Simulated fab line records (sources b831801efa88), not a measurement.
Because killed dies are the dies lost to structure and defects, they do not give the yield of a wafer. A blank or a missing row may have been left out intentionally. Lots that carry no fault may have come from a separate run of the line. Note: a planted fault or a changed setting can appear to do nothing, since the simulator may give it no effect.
2 desks, one fault	flow gf180mcu	each desk holds nothing but its own numbers, with what lay behind them at the end

== FROM THE METROLOGY DESK ==
Lot by lot, what the gauges showed, no matter which tool ran the lot: averages of those sampled wafers that carry a number. A lot is out of limits, marked OUT, if its mean lies more than 4 standard deviations from the usual mean; the brackets give that distance.
Columns: A = LVPWELL_OVL at GF_LVPWELL_OVL_MEAS_07, usual 0.4 nm; B = VT_IMPLANT_02_OVL at GF_VT_IMPLANT_OVL_MEAS_29, usual -0.5 nm; C = VT_IMPLANT_3_TW at GF_VT_IMPLANT_TW_MEAS_32, usual 273; D = POLY_GATE_OVL at GF_POLY_GATE_OVL_MEAS_11, usual 3 nm; E = cd_nm at GF_HV_LDD_CD_MEAS_31, usual 398.0 nm
lot	first seen here	A	B	C	D	E
L980	day 4 02:25	1.1	-2.7	275	7	399.6
L982	day 4 09:07	-0.8	-0.0	275	-5	394.5
L981	day 4 09:16	0.3	0.3	267	4	399.7
L983	day 4 13:49	1.6	-0.2	267	4	399.7
L984	day 4 22:14	1.5	0.9	274	-2	399.4
L985	day 5 03:01	0.2	0.1	274	1	396.0
L986	day 5 05:55	0.6	-2.0	275	10	398.4
L987	day 5 11:14	0.0	1.6	266	11	401.7
L988	day 5 16:31	0.3	-0.0	274	1	397.2
L989	day 5 21:13	-0.6	-1.4	276	3	397.0
L990	day 6 04:25	0.9	-1.2	273	5	399.9
L997	day 7 21:37	0.4	-	30 (-66) OUT	-	-
L999	day 8 11:34	0.5	-	31 (-65) OUT	-	-
L102	day 9 05:46	-0.1	-1.5	276	3	398.2
Per this desk, out of limits: L997, L999; the first was L997, day 11 13:30 (VT_IMPLANT_3_TW at GF_VT_IMPLANT_TW_MEAS_32). L980, L982, L981, L983, L984, L985, L986, L987, L988, L989, L990, L102: within limits.

== TOOL OWNER'S DESK, litho_track-03 ==
The tool's own readings at GF_VT_IMPLANT_DEVELOP_28 (develop time 60 s): means of the sampled wafers that have a number, for each lot that ran on this tool. A lot is out of limits, marked OUT, if its mean lies more than 4 standard deviations from the usual mean; the brackets give that distance.
Columns: A = resist_line_temp_C at GF_VT_IMPLANT_DEVELOP_28, usual 22.98 C
lot	first seen here	A
L981	day 7 12:04	22.96
L985	day 8 06:55	22.97
L988	day 8 22:25	22.96
L997	day 11 13:04	23.07
L999	day 12 04:52	23.08
This desk found nothing out of limits on any of the 5 lots.

== BROUGHT TOGETHER ==
At day 11 13:30 the metrology desk could have sounded an alarm, on L997, L999.
The tool owner's desk saw nothing out of limits.
Tool owner's desk: L997, L999 on record, inside its limits.
GF_VT_IMPLANT_DEVELOP_28 was run on litho_track-03 by each of the lots named.

== WHAT THE SIMULATOR HAD INSERTED ==
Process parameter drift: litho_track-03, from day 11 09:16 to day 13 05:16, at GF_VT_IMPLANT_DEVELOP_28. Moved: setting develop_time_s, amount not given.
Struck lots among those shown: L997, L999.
Time in hours between the start of the fault and the first out-of-limits reading at each desk: metrology desk, 4.
